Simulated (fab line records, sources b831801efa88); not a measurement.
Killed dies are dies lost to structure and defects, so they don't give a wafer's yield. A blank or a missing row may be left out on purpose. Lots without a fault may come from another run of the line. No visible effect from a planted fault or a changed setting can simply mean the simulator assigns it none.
fab line records	flow sky130
record: lots: 24	wafers: 72	last_day: 50
route steps=708 shown DNWELL@43 SONOS_ONO@185 LDD_HVN@276 SPACER@305 LOCAL_INTERCONNECT@401 CONTACT@411
lots that met no fault: taken from a fault-free run of the same line
start_h: the number of hours between the record's first day and the start of the first shown wafer of the lot	wait_h: hours from the lot's prior step to this one	" identical to the entry in the row above	L1.1+2: one row covering several wafers at once	- value missing, or start not given	* or withheld: withheld	< > ~ a bound
route shown NAME@n: NAME is a module with steps in the file, n the number in the route of the first one	usual: mean/standard deviation of fault-free wafers	same: alike in all rows	chamber/n: place in a boat	sites: each site's reading	_std_site: their standard deviation	_edge_site: the outer-site mean with the inner-site mean subtracted	radius_mm: how far each site lies from the wafer's centre	mask NAME#n: copy n	behind: tool/chamber where the wafer was last shaped	hold: what put the lot on hold/how long, in hours/how the hold closed	device: names the non-switching transistor (n, p or np)	end of line: at the end of the route, the tests of the same wafers	where a step has no rows: the recipe by itself	killed: not the wafer's yield, but the dies lost to structure and defects at the first sort	map: per-die view of a wafer (x killed, . not killed, _ where there is no die)
set.NAME: the run value of the setting; set.NAME@STEP: its run value at that earlier step	model.NAME: the simulator's own value behind a step, which no gauge read
route steps across a sampled set of lots; one table per step, one row per wafer
services: a tool's chamber out of use, with start hour (start_h, from the record's first day; less than 0 if before it), hours out, and reason
== steps ==
step: SKY_DNWELL_STRIP_08
recipe: chemistry: O2/N2	power_w: 1400	pressure_mtorr: 1500	platen_temp_c: withheld	o2_flow_sccm: 3000	n2_flow_sccm: 300	overash_fraction: 0.5
usual: drypump_motor_current_A: 5.7/0.34	oes_product_au: 0.722/0.0043	strip_time_to_endpoint_s: 36.94/0.11
same: overash_fraction: 0.5
lot.wafer	tool	chamber	start_h	wait_h	drypump_motor_current_A	oes_product_au	rf_hours_counter_h	strip_time_to_endpoint_s
L074.1	plasma_asher-01	1	66.05	0.1	5.7	0.727	38	37.09
L074.2	"	0	"	"	5.8	0.723	38	37.17
L074.4	"	0	"	"	5.7	0.720	-	37.12
L076.2	plasma_asher-04	0	68.95	0.1	5.3	0.729	37	37.13
L076.3	"	1	"	"	5.6	0.727	-	37.01
L076.5	"	0	"	"	5.3	0.722	-	37.09
L075.3	plasma_asher-01	0	69.66	0.1	5.8	0.722	-	37.02
L075.4	"	1	"	"	5.7	0.720	-	37.02
L075.5	"	0	"	"	5.7	0.722	-	37.11
L077.1	plasma_asher-02	0	77.05	0.1	6.3	0.726	40	37.01
L077.4	"	0	"	"	6.4	0.724	-	36.98
L077.5	"	0	"	"	6.4	0.733	-	37.04
L078.2	plasma_asher-01	0	77.13	0.1	5.7	0.718	40	37.05
L078.3	"	0	"	"	5.7	0.721	-	36.97
L078.4	"	1	"	"	5.7	0.727	-	37.03
L079.3	plasma_asher-02	1	86.93	0.1	5.2	0.725	-	36.88
L079.4	"	0	"	"	6.4	0.727	-	36.86
L079.5	"	0	"	"	6.3	0.719	-	36.95
L080.1	plasma_asher-02	1	89.05	0.1	5.2	0.722	41	36.99
L080.4	"	0	"	"	6.4	0.724	-	37.05
L080.5	"	1	"	"	5.2	0.724	-	37.08
L081.1	plasma_asher-01	1	90.78	0.1	5.7	0.730	41	36.92
L081.2	"	0	"	"	5.8	0.726	41	36.77
L081.3	"	0	"	"	5.8	0.721	-	36.83
L082.2	plasma_asher-01	0	96.08	0.1	5.7	0.727	41	36.92
L082.4	"	0	"	"	5.8	0.722	-	36.81
L082.6	"	0	"	"	5.7	0.718	-	36.76
L083.1	plasma_asher-04	1	101.10	0.1	5.7	0.725	40	36.86
L083.3	"	1	"	"	5.7	0.720	-	36.94
L083.5	"	1	"	"	5.6	0.725	-	36.91
L084.1	plasma_asher-04	1	108.90	0.1	5.7	0.725	40	36.76
L084.4	"	1	"	"	5.6	0.721	-	36.68
L084.6	"	1	"	"	5.6	0.723	-	36.70
L085.1	plasma_asher-04	0	113.08	0.1	5.3	0.716	41	36.85
L085.3	"	0	"	"	5.3	0.722	-	36.78
L085.5	"	1	"	"	5.6	0.719	-	36.89
L086.3	plasma_asher-01	1	118.74	0.1	5.7	0.726	-	36.88
L086.4	"	0	"	"	5.7	0.724	-	36.88
L086.5	"	0	"	"	5.8	0.716	-	36.80
L087.2	plasma_asher-02	1	127.13	0.1	5.2	0.727	45	36.94
L087.3	"	0	"	"	6.4	0.722	-	36.94
L087.5	"	1	"	"	5.2	0.719	-	36.88
L088.1	plasma_asher-04	0	130.25	0.1	5.3	0.722	43	36.76
L088.4	"	1	"	"	5.6	0.731	-	36.72
L088.6	"	0	"	"	5.3	0.726	-	36.82
L089.1	plasma_asher-02	1	134.10	0.1	5.2	0.720	46	36.89
L089.3	"	0	"	"	6.4	0.725	-	36.87
L089.6	"	1	"	"	5.2	0.727	-	36.99
L090.2	plasma_asher-01	0	138.10	0.1	5.8	0.724	2	36.85
L090.4	"	0	"	"	5.8	0.715	-	37.03
L090.5	"	1	"	"	5.7	0.711	-	36.99
L091.1	plasma_asher-01	0	142.70	0.1	5.8	0.724	2	36.90
L091.2	"	1	"	"	5.7	0.728	2	36.88
L091.4	"	0	"	"	5.8	0.716	-	36.85
L092.1	plasma_asher-04	0	147.80	0.1	5.3	0.720	44	36.95
L092.2	"	1	"	"	5.6	0.722	44	36.86
L092.3	"	1	"	"	5.6	0.711	-	36.86
L093.2	plasma_asher-02	1	155.37	0.1	5.2	0.724	48	36.90
L093.3	"	0	"	"	6.4	0.723	-	36.96
L093.4	"	1	"	"	5.2	0.721	-	37.02
L094.2	plasma_asher-04	0	160.70	0.1	5.3	0.723	46	37.15
L094.5	"	1	"	"	5.7	0.718	-	37.12
L094.6	"	0	"	"	5.3	0.725	-	37.05
L095.1	plasma_asher-02	1	164.05	0.1	5.2	0.719	48	36.96
L095.3	"	0	"	"	6.4	0.732	-	36.85
L095.4	"	1	"	"	5.2	0.724	-	36.87
L096.4	plasma_asher-01	0	176.23	0.1	5.8	0.729	-	37.06
L096.5	"	1	"	"	5.8	0.724	-	37.05
L096.6	"	0	"	"	5.8	0.721	-	37.05
L097.1	plasma_asher-01	1	182.35	0.1	5.7	0.723	6	36.94
L097.3	"	1	"	"	5.7	0.726	-	36.93
L097.4	"	0	"	"	5.8	0.726	-	36.99
step: SKY_SONOS_ONO_STRIP_17
recipe: chemistry: O2/N2	power_w: 1400	pressure_mtorr: 1500	platen_temp_c: withheld	o2_flow_sccm: 3000	n2_flow_sccm: 300	overash_fraction: 0.5
usual: drypump_motor_current_A: 5.6/0.34	oes_product_au: 0.710/0.0044	strip_time_to_endpoint_s: 14.10/0.036
same: overash_fraction: 0.5
lot.wafer	tool	chamber	start_h	wait_h	drypump_motor_current_A	oes_product_au	rf_hours_counter_h	strip_time_to_endpoint_s
L074.1	plasma_asher-04	1	298.69	0.0	5.7	0.705	58	14.09
L074.2	"	0	"	"	5.3	0.714	58	14.07
L074.4	"	1	"	"	5.6	0.714	-	14.11
L076.2	plasma_asher-02	0	302.71	0.0	6.4	0.709	63	14.11
L076.3	"	0	"	"	6.4	0.709	-	14.08
L076.5	"	1	"	"	5.2	0.713	-	14.14
L075.3	plasma_asher-04	0	303.43	0.0	5.3	0.714	-	14.09
L075.4	"	1	"	"	5.7	0.703	-	14.06
L075.5	"	1	"	"	5.7	0.717	-	14.13
L077.1	plasma_asher-01	0	318.48	0.0	5.7	0.707	19	14.07
L077.4	"	1	"	"	5.7	0.711	-	14.13
L077.5	"	0	"	"	5.7	0.710	-	14.11
L078.2	plasma_asher-04	0	320.74	0.0	5.3	0.715	60	14.05
L078.3	"	0	"	"	5.3	0.711	-	14.03
L078.4	"	1	"	"	5.7	0.718	-	14.07
L079.3	plasma_asher-02	0	332.88	0.0	6.4	0.710	-	14.07
L079.4	"	1	"	"	5.2	0.704	-	14.09
L079.5	"	1	"	"	5.2	0.711	-	14.07
L080.1	plasma_asher-04	0	334.84	0.0	5.3	0.712	62	14.11
L080.4	"	0	"	"	5.3	0.709	-	14.08
L080.5	"	0	"	"	5.3	0.709	-	14.06
L081.1	plasma_asher-04	0	339.88	0.0	5.3	0.707	62	14.03
L081.2	"	1	"	"	5.6	0.704	62	14.08
L081.3	"	0	"	"	5.3	0.708	-	14.07
L082.2	plasma_asher-04	0	351.41	0.0	5.3	0.705	64	14.11
L082.4	"	0	"	"	5.3	0.706	-	14.12
L082.6	"	1	"	"	5.6	0.714	-	14.10
L083.1	plasma_asher-04	0	355.23	0.0	5.3	0.705	64	14.07
L083.3	"	1	"	"	5.6	0.707	-	14.09
L083.5	"	1	"	"	5.6	0.710	-	14.09
L084.1	plasma_asher-02	0	367.49	0.0	6.4	0.708	69	14.14
L084.4	"	0	"	"	6.4	0.715	-	14.17
L084.6	"	1	"	"	5.2	0.712	-	14.15
L085.1	plasma_asher-04	0	377.11	0.0	5.3	0.709	66	14.10
L085.3	"	0	"	"	5.3	0.709	-	14.08
L085.5	"	0	"	"	5.3	0.717	-	14.06
L086.3	plasma_asher-02	0	381.10	0.0	6.3	0.714	-	14.13
L086.4	"	1	"	"	5.2	0.715	-	14.12
L086.5	"	0	"	"	6.3	0.708	-	14.14
L087.2	plasma_asher-01	1	396.35	0.0	5.7	0.711	27	14.10
L087.3	"	1	"	"	5.8	0.714	-	14.05
L087.5	"	1	"	"	5.7	0.711	-	14.09
L088.1	plasma_asher-01	1	401.03	0.0	5.7	0.708	27	14.07
L088.4	"	1	"	"	5.7	0.721	-	14.09
L088.6	"	0	"	"	5.7	0.711	-	14.06
L089.1	plasma_asher-04	0	408.01	0.0	5.3	0.712	69	14.14
L089.3	"	1	"	"	5.6	0.712	-	14.15
L089.6	"	1	"	"	5.7	0.711	-	14.11
L090.2	plasma_asher-01	0	409.87	0.0	5.8	0.706	28	14.07
L090.4	"	0	"	"	5.7	0.706	-	14.11
L090.5	"	1	"	"	5.7	0.705	-	14.11
L091.1	plasma_asher-02	0	417.93	0.0	6.4	0.721	74	14.15
L091.2	"	1	"	"	5.2	0.716	74	14.07
L091.4	"	0	"	"	6.4	0.712	-	14.14
L092.1	plasma_asher-04	0	426.94	0.0	5.3	0.710	71	14.08
L092.2	"	1	"	"	5.7	0.716	71	14.07
L092.3	"	0	"	"	5.4	0.711	-	14.10
L093.2	plasma_asher-04	1	439.09	0.0	5.7	0.703	72	14.07
L093.3	"	1	"	"	5.7	0.715	-	14.02
L093.4	"	0	"	"	5.3	0.706	-	14.07
L094.2	plasma_asher-02	1	442.54	0.0	5.2	0.714	1	14.06
L094.5	"	1	"	"	5.2	0.714	-	14.08
L094.6	"	0	"	"	6.3	0.707	-	14.07
L095.1	plasma_asher-01	0	455.88	0.0	5.8	0.712	33	14.14
L095.3	"	0	"	"	5.8	0.718	-	14.15
L095.4	"	1	"	"	5.7	0.716	-	14.12
L096.4	plasma_asher-01	0	469.01	0.0	5.7	0.713	-	14.13
L096.5	"	1	"	"	5.7	0.713	-	14.17
L096.6	"	0	"	"	5.8	0.712	-	14.12
L097.1	plasma_asher-01	0	474.58	0.0	5.8	0.709	35	14.08
L097.3	"	0	"	"	5.8	0.709	-	14.10
L097.4	"	1	"	"	5.7	0.705	-	14.03
step: SKY_LDD_HVN_STRIP_09
recipe: chemistry: O2/N2	power_w: 1400	pressure_mtorr: 1500	platen_temp_c: withheld	o2_flow_sccm: 3000	n2_flow_sccm: 300	overash_fraction: 0.5
usual: drypump_motor_current_A: 5.71/0.19	oes_product_au: 0.408/0.0044	strip_time_to_endpoint_s: 4.137/0.014
same: overash_fraction: 0.5
lot.wafer	tool	chamber	start_h	wait_h	drypump_motor_current_A	oes_product_au	rf_hours_counter_h	strip_time_to_endpoint_s
L074.1	plasma_asher-01	0	486.91	0.1	5.75	0.409	37	4.148
L074.2	"	1	"	"	5.73	0.415	37	4.136
L074.4	"	0	"	"	5.75	0.410	-	4.130
L075.3	plasma_asher-01	0	492.22	0.1	5.78	0.405	-	4.132
L075.4	"	1	"	"	5.73	0.406	-	4.136
L075.5	"	1	"	"	5.73	0.416	-	4.138
L076.2	plasma_asher-03	0	493.15	0.1	5.96	0.414	66	4.128
L076.3	"	0	"	"	5.96	0.404	-	4.136
L076.5	"	1	"	"	5.69	0.397	-	4.114
L077.1	plasma_asher-04	0	509.27	0.1	5.33	0.411	79	4.121
L077.4	"	0	"	"	5.33	0.405	-	4.126
L077.5	"	0	"	"	5.33	0.418	-	4.125
L078.2	plasma_asher-01	0	516.81	0.1	5.75	0.404	39	4.128
L078.3	"	0	"	"	5.76	0.412	-	4.134
L078.4	"	1	"	"	5.72	0.409	-	4.123
L079.3	plasma_asher-04	0	521.50	0.1	5.29	0.403	-	4.152
L079.4	"	1	"	"	5.64	0.408	-	4.147
L079.5	"	0	"	"	5.28	0.399	-	4.140
L080.1	plasma_asher-03	0	526.95	0.1	5.93	0.411	69	4.159
L080.4	"	0	"	"	5.95	0.409	-	4.117
L080.5	"	1	"	"	5.72	0.416	-	4.120
L081.1	plasma_asher-01	1	532.69	0.1	5.73	0.410	41	4.143
L081.2	"	0	"	"	5.75	0.410	41	4.150
L081.3	"	0	"	"	5.74	0.410	-	4.159
L082.2	plasma_asher-03	0	546.89	0.1	5.96	0.409	72	4.139
L082.4	"	0	"	"	5.97	0.413	-	4.125
L082.6	"	1	"	"	5.70	0.402	-	4.132
L083.1	plasma_asher-03	0	550.04	0.1	5.99	0.413	72	4.145
L083.3	"	0	"	"	5.97	0.407	-	4.154
L083.5	"	0	"	"	5.97	0.410	-	4.155
L084.1	plasma_asher-01	0	560.59	0.1	5.76	0.407	44	4.132
L084.4	"	0	"	"	5.74	0.407	-	4.148
L084.6	"	0	"	"	5.76	0.409	-	4.132
L085.1	plasma_asher-01	0	570.30	0.1	5.78	0.404	45	4.115
L085.3	"	0	"	"	5.78	0.407	-	4.126
L085.5	"	0	"	"	5.76	0.418	-	4.118
L086.3	plasma_asher-01	0	576.58	0.1	5.77	0.410	-	4.136
L086.4	"	1	"	"	5.72	0.407	-	4.115
L086.5	"	1	"	"	5.74	0.411	-	4.130
L087.2	plasma_asher-04	0	589.24	0.1	5.26	0.410	87	4.133
L087.3	"	1	"	"	5.66	0.406	-	4.136
L087.5	"	0	"	"	5.33	0.409	-	4.138
L088.1	plasma_asher-03	1	593.96	0.1	5.69	0.406	74	4.147
L088.4	"	1	"	"	5.69	0.403	-	4.147
L088.6	"	0	"	"	5.97	0.414	-	4.130
L089.1	plasma_asher-03	1	601.10	0.1	5.69	0.405	74	4.106
L089.3	"	1	"	"	5.68	0.399	-	4.138
L089.6	"	0	"	"	5.98	0.403	-	4.135
L090.2	plasma_asher-03	1	603.49	0.1	5.68	0.413	75	4.141
L090.4	"	0	"	"	5.95	0.418	-	4.198
L090.5	"	0	"	"	5.93	0.417	-	4.141
L091.1	plasma_asher-04	0	611.05	0.1	5.31	0.414	90	4.136
L091.2	"	1	"	"	5.66	0.408	90	4.149
L091.4	"	0	"	"	5.30	0.410	-	4.122
L092.1	plasma_asher-01	0	618.31	0.1	5.75	0.411	50	4.151
L092.2	"	1	"	"	5.74	0.404	50	4.145
L092.3	"	0	"	"	5.75	0.416	-	4.128
L093.2	plasma_asher-03	1	630.11	0.1	5.69	0.408	77	4.129
L093.3	"	1	"	"	5.67	0.403	-	4.147
L093.4	"	0	"	"	5.98	0.405	-	4.125
L094.2	plasma_asher-04	0	634.04	0.1	5.32	0.406	92	4.113
L094.5	"	1	"	"	5.62	0.407	-	4.146
L094.6	"	0	"	"	5.33	0.408	-	4.110
L095.1	plasma_asher-03	1	644.39	0.1	5.68	0.410	79	4.120
L095.3	"	1	"	"	5.67	0.410	-	4.133
L095.4	"	0	"	"	5.95	0.410	-	4.107
L096.4	plasma_asher-03	0	656.78	0.1	5.96	0.415	-	4.149
L096.5	"	0	"	"	5.97	0.407	-	4.125
L096.6	"	1	"	"	5.68	0.405	-	4.146
L097.1	plasma_asher-04	1	663.29	0.1	5.65	0.409	95	4.141
L097.3	"	1	"	"	5.63	0.412	-	4.120
L097.4	"	0	"	"	5.30	0.405	-	4.129
step: SKY_SPACER_THK_MEAS_01
recipe: reads: Si3N4_of_SPACER_CVD_00
usual: SPACER_CVD_00_THK: 43.0/0.41
lot.wafer	tool	chamber	start_h	wait_h	SPACER_CVD_00_THK[nm]
L074.1	film_metro-03	-	549.52	0.0	42.4
L074.2	"	-	"	"	42.3
L074.4	"	-	"	"	42.3
L076.2	film_metro-01	-	556.37	0.0	42.9
L076.3	"	-	"	"	43.1
L076.5	"	-	"	"	43.5
L075.3	film_metro-04	-	556.38	0.0	43.3
L075.4	"	-	"	"	43.5
L075.5	"	-	"	"	43.0
L077.1	film_metro-04	-	571.29	0.0	42.6
L077.4	"	-	"	"	42.8
L077.5	"	-	"	"	42.8
L078.2	film_metro-01	-	578.73	0.0	43.9
L078.3	"	-	"	"	43.5
L078.4	"	-	"	"	43.7
L079.3	film_metro-04	-	583.57	0.0	42.5
L079.4	"	-	"	"	42.8
L079.5	"	-	"	"	42.5
L080.1	film_metro-03	-	589.03	0.0	43.4
L080.4	"	-	"	"	43.3
L080.5	"	-	"	"	43.6
L081.1	film_metro-03	-	594.99	0.0	43.6
L081.2	"	-	"	"	43.6
L081.3	"	-	"	"	43.6
L082.2	film_metro-03	-	609.86	0.0	43.0
L082.4	"	-	"	"	42.7
L082.6	"	-	"	"	42.8
L083.1	film_metro-04	-	612.42	0.0	43.9
L083.3	"	-	"	"	43.7
L083.5	"	-	"	"	43.8
L084.1	film_metro-04	-	622.90	0.0	42.7
L084.4	"	-	"	"	42.8
L084.6	"	-	"	"	42.3
L085.1	film_metro-04	-	631.68	0.0	42.5
L085.3	"	-	"	"	42.5
L085.5	"	-	"	"	42.6
L086.3	film_metro-01	-	637.43	0.0	43.0
L086.4	"	-	"	"	43.2
L086.5	"	-	"	"	43.0
L087.2	film_metro-01	-	650.11	0.0	43.3
L087.3	"	-	"	"	43.0
L087.5	"	-	"	"	43.0
L088.1	film_metro-04	-	654.02	0.0	42.6
L088.4	"	-	"	"	42.8
L088.6	"	-	"	"	42.7
L089.1	film_metro-01	-	662.18	0.0	43.0
L089.3	"	-	"	"	42.9
L089.6	"	-	"	"	43.3
L090.2	film_metro-04	-	663.44	0.0	43.0
L090.4	"	-	"	"	42.7
L090.5	"	-	"	"	42.9
L091.1	film_metro-03	-	670.20	0.0	43.1
L091.2	"	-	"	"	43.0
L091.4	"	-	"	"	43.2
L092.1	film_metro-01	-	677.74	0.0	42.5
L092.2	"	-	"	"	42.9
L092.3	"	-	"	"	42.6
L093.2	film_metro-01	-	689.43	0.0	42.5
L093.3	"	-	"	"	42.7
L093.4	"	-	"	"	42.6
L094.2	film_metro-01	-	693.07	0.0	42.7
L094.5	"	-	"	"	42.9
L094.6	"	-	"	"	43.1
L095.1	film_metro-03	-	704.47	0.0	42.8
L095.3	"	-	"	"	42.9
L095.4	"	-	"	"	42.5
L096.4	film_metro-03	-	714.76	0.0	43.2
L096.5	"	-	"	"	43.2
L096.6	"	-	"	"	43.7
L097.1	film_metro-04	-	721.59	0.0	43.1
L097.3	"	-	"	"	43.0
L097.4	"	-	"	"	43.0
step: SKY_LOCAL_INTERCONNECT_METAL_ETCH_14
recipe: target_depth_nm: 110	stop_on: PSG	chemistry: Cl2/BCl3	target: TiN	resist_sidewall_deg: 88	pressure_mtorr: 10	icp_w: 900	bias_w: 48.5	Cl2_flow_sccm: 60	bcl3_flow_sccm: 30	time_s: 31.4
usual: drypump_motor_current_A: 5.7/0.52	oes_product_au: 0.942/0.0074	rf_fwd_power_W: 889/3.8	throttle_valve_pct: 21.901/0.011
lot.wafer	tool	chamber	start_h	wait_h	drypump_motor_current_A	oes_product_au	rf_fwd_power_W	rf_hours_counter_h	throttle_valve_pct
L074.1	rie_metal-04	0	726.07	0.0	5.6	0.944	886	15	21.888
L074.2	"	1	"	"	5.1	0.941	888	15	21.906
L074.4	"	1	"	"	5.1	0.955	888	-	21.882
L076.2	rie_metal-01	0	733.58	0.0	5.9	0.943	886	2	21.910
L076.3	"	0	"	"	5.9	0.937	886	-	21.898
L076.5	"	1	"	"	6.1	0.935	899	-	21.919
L075.3	rie_metal-04	0	734.39	0.0	5.6	0.935	885	-	21.909
L075.4	"	1	"	"	5.1	0.934	889	-	21.904
L075.5	"	0	"	"	5.6	0.931	888	-	21.894
L077.1	rie_metal-02	0	746.30	0.0	5.2	0.946	888	11	21.882
L077.4	"	0	"	"	5.2	0.936	889	-	21.900
L077.5	"	1	"	"	6.6	0.944	890	-	21.913
L078.2	rie_metal-02	1	751.85	0.0	6.6	0.950	895	12	21.897
L078.3	"	1	"	"	6.6	0.947	892	-	21.912
L078.4	"	0	"	"	5.2	0.941	895	-	21.903
L079.3	rie_metal-01	1	756.60	0.0	6.1	0.939	890	-	21.889
L079.4	"	0	"	"	5.9	0.947	882	-	21.905
L079.5	"	1	"	"	6.1	0.937	891	-	21.904
L080.1	rie_metal-04	1	763.16	0.1	5.0	0.931	889	18	21.904
L080.4	"	1	"	"	5.1	0.936	887	-	21.900
L080.5	"	1	"	"	5.1	0.938	887	-	21.895
L081.1	rie_metal-04	1	768.50	0.1	5.1	0.926	884	18	21.904
L081.2	"	1	"	"	5.1	0.937	886	-	21.902
L081.3	"	1	"	"	5.1	0.935	886	-	21.902
L082.2	rie_metal-02	0	781.25	0.0	5.2	0.937	887	12	21.891
L082.4	"	1	"	"	6.6	0.943	895	-	21.910
L082.6	"	0	"	"	5.2	0.937	890	-	21.903
L083.1	rie_metal-02	0	784.75	0.0	5.2	0.942	884	12	21.899
L083.3	"	0	"	"	5.2	0.949	889	-	21.884
L083.5	"	1	"	"	6.6	0.947	894	-	21.902
L084.1	rie_metal-04	1	793.57	0.0	5.1	0.934	892	19	21.908
L084.4	"	1	"	"	5.1	0.933	891	-	21.899
L084.6	"	0	"	"	5.6	0.939	884	-	21.883
L085.1	rie_metal-02	1	801.75	0.0	6.5	0.951	896	13	21.896
L085.3	"	1	"	"	6.5	0.954	895	-	21.889
L085.5	"	1	"	"	6.6	0.954	888	-	21.891
L086.3	rie_metal-04	1	806.99	0.0	5.1	0.954	891	-	21.896
L086.4	"	0	"	"	5.6	0.949	888	-	21.894
L086.5	"	1	"	"	5.0	0.935	887	-	21.897
L087.2	rie_metal-04	0	820.40	0.1	5.6	0.946	887	-	21.893
L087.3	"	0	"	"	5.6	0.940	885	-	21.896
L087.5	"	0	"	"	5.6	0.936	884	-	21.896
L088.1	rie_metal-01	1	821.27	0.0	6.1	0.937	898	10	21.903
L088.4	"	0	"	"	5.9	0.936	884	-	21.898
L088.6	"	0	"	"	5.9	0.938	888	-	21.918
L089.1	rie_metal-01	1	829.93	0.0	6.2	0.949	892	10	21.906
L089.3	"	1	"	"	6.1	0.943	893	-	21.888
L089.6	"	0	"	"	5.9	0.958	889	-	21.903
L090.2	rie_metal-01	1	831.78	0.0	6.2	0.947	893	10	21.904
L090.4	"	1	"	"	6.1	0.951	891	-	21.895
L090.5	"	1	"	"	6.1	0.945	890	-	21.915
L091.1	rie_metal-04	1	836.88	0.0	5.0	0.927	886	1	21.927
L091.2	"	0	"	"	5.5	0.942	887	3	21.891
L091.4	"	1	"	"	5.1	0.940	883	-	21.898
L092.1	rie_metal-04	1	843.12	0.0	5.1	0.933	888	1	21.907
L092.2	"	0	"	"	5.6	0.938	886	3	21.916
L092.3	"	1	"	"	5.1	0.944	887	-	21.908
L093.2	rie_metal-02	1	855.78	0.0	6.6	0.939	891	1	21.888
L093.3	"	1	"	"	6.6	0.922	892	-	21.923
L093.4	"	0	"	"	5.2	0.932	892	-	21.911
L094.2	rie_metal-01	1	860.48	0.0	6.1	0.942	893	11	21.898
L094.5	"	1	"	"	6.1	0.944	892	-	21.893
L094.6	"	0	"	"	5.9	0.944	887	-	21.905
L095.1	rie_metal-01	1	869.00	0.0	6.1	0.945	896	11	21.911
L095.3	"	1	"	"	6.1	0.930	897	-	21.922
L095.4	"	0	"	"	5.9	0.927	889	-	21.910
L096.4	rie_metal-02	0	877.95	0.0	5.2	0.953	894	-	21.901
L096.5	"	1	"	"	6.5	0.944	888	-	21.887
L096.6	"	0	"	"	5.2	0.942	892	-	21.885
L097.1	rie_metal-04	0	885.47	0.0	5.6	0.938	886	5	21.927
L097.3	"	1	"	"	5.1	0.933	884	-	21.905
L097.4	"	0	"	"	5.6	0.941	884	-	21.900
step: SKY_CONTACT_BOW_MEAS_05
recipe: mode: bow
usual: CONTACT_BOW: 82/7
lot.wafer	tool	chamber	start_h	wait_h	CONTACT_BOW[um]
L074.1	film_metro-03	-	727.30	0.1	91
L074.2	"	-	"	"	94
L074.4	"	-	"	"	84
L076.2	film_metro-03	-	734.81	0.2	86
L076.3	"	-	"	"	96
L076.5	"	-	"	"	74
L075.3	film_metro-02	-	735.74	0.1	87
L075.4	"	-	"	"	90
L075.5	"	-	"	"	82
L077.1	film_metro-02	-	747.48	0.2	83
L077.4	"	-	"	"	82
L077.5	"	-	"	"	84
L078.2	film_metro-03	-	753.06	0.2	79
L078.3	"	-	"	"	86
L078.4	"	-	"	"	88
L079.3	film_metro-03	-	757.82	0.3	76
L079.4	"	-	"	"	78
L079.5	"	-	"	"	76
L080.1	film_metro-02	-	764.52	0.2	72
L080.4	"	-	"	"	85
L080.5	"	-	"	"	80
L081.1	film_metro-04	-	769.90	0.2	77
L081.2	"	-	"	"	80
L081.3	"	-	"	"	101
L082.2	film_metro-04	-	782.54	0.1	78
L082.4	"	-	"	"	71
L082.6	"	-	"	"	88
L083.1	film_metro-03	-	785.92	0.1	88
L083.3	"	-	"	"	93
L083.5	"	-	"	"	83
L084.1	film_metro-02	-	794.74	0.1	72
L084.4	"	-	"	"	83
L084.6	"	-	"	"	84
L085.1	film_metro-02	-	803.02	0.2	91
L085.3	"	-	"	"	83
L085.5	"	-	"	"	84
L086.3	film_metro-03	-	808.18	0.2	85
L086.4	"	-	"	"	72
L086.5	"	-	"	"	85
L087.2	film_metro-04	-	821.62	0.2	80
L087.3	"	-	"	"	82
L087.5	"	-	"	"	63
L088.1	film_metro-03	-	822.44	0.1	76
L088.4	"	-	"	"	76
L088.6	"	-	"	"	84
L089.1	film_metro-02	-	831.12	0.2	82
L089.3	"	-	"	"	76
L089.6	"	-	"	"	90
L090.2	film_metro-03	-	833.01	0.1	83
L090.4	"	-	"	"	80
L090.5	"	-	"	"	70
L091.1	film_metro-02	-	838.06	0.2	75
L091.2	"	-	"	"	92
L091.4	"	-	"	"	79
L092.1	film_metro-02	-	844.33	0.2	89
L092.2	"	-	"	"	79
L092.3	"	-	"	"	78
L093.2	film_metro-04	-	856.97	0.2	87
L093.3	"	-	"	"	87
L093.4	"	-	"	"	90
L094.2	film_metro-02	-	861.68	0.1	74
L094.5	"	-	"	"	94
L094.6	"	-	"	"	82
L095.1	film_metro-02	-	870.17	0.1	81
L095.3	"	-	"	"	79
L095.4	"	-	"	"	80
L096.4	film_metro-03	-	879.16	0.3	77
L096.5	"	-	"	"	89
L096.6	"	-	"	"	91
L097.1	film_metro-04	-	886.64	0.1	78
L097.3	"	-	"	"	89
L097.4	"	-	"	"	76
== services ==
tool	chamber	start_h	hours	kind
plasma_asher-01	-	51.48	1.9	repair
plasma_asher-02	-	51.75	1.6	repair
rie_metal-04	-	57.26	0.4	repair
rie_metal-04	-	84.08	2.8	pm
plasma_asher-02	-	96.87	0.4	repair
plasma_asher-04	-	101.50	4.3	pm
plasma_asher-01	-	108.75	9.0	pm
plasma_asher-03	-	122.14	1.4	repair
rie_metal-04	0	202.24	29.4	repair
plasma_asher-04	-	234.59	5.4	repair
rie_metal-04	0	281.32	12.8	repair
plasma_asher-03	-	295.75	0.7	repair
plasma_asher-01	-	297.31	3.7	repair
plasma_asher-04	-	362.06	2.8	pm
plasma_asher-02	-	421.29	9.0	pm
plasma_asher-04	-	440.75	2.3	repair
plasma_asher-03	-	448.86	15.6	pm
plasma_asher-02	-	537.13	1.7	repair
rie_metal-04	-	538.37	1.4	pm
plasma_asher-02	-	675.09	2.7	repair
plasma_asher-04	-	733.75	9.0	pm
plasma_asher-02	-	797.45	2.8	pm
plasma_asher-02	-	883.86	8.6	repair
plasma_asher-02	-	884.26	3.9	repair
== key ==
fault none
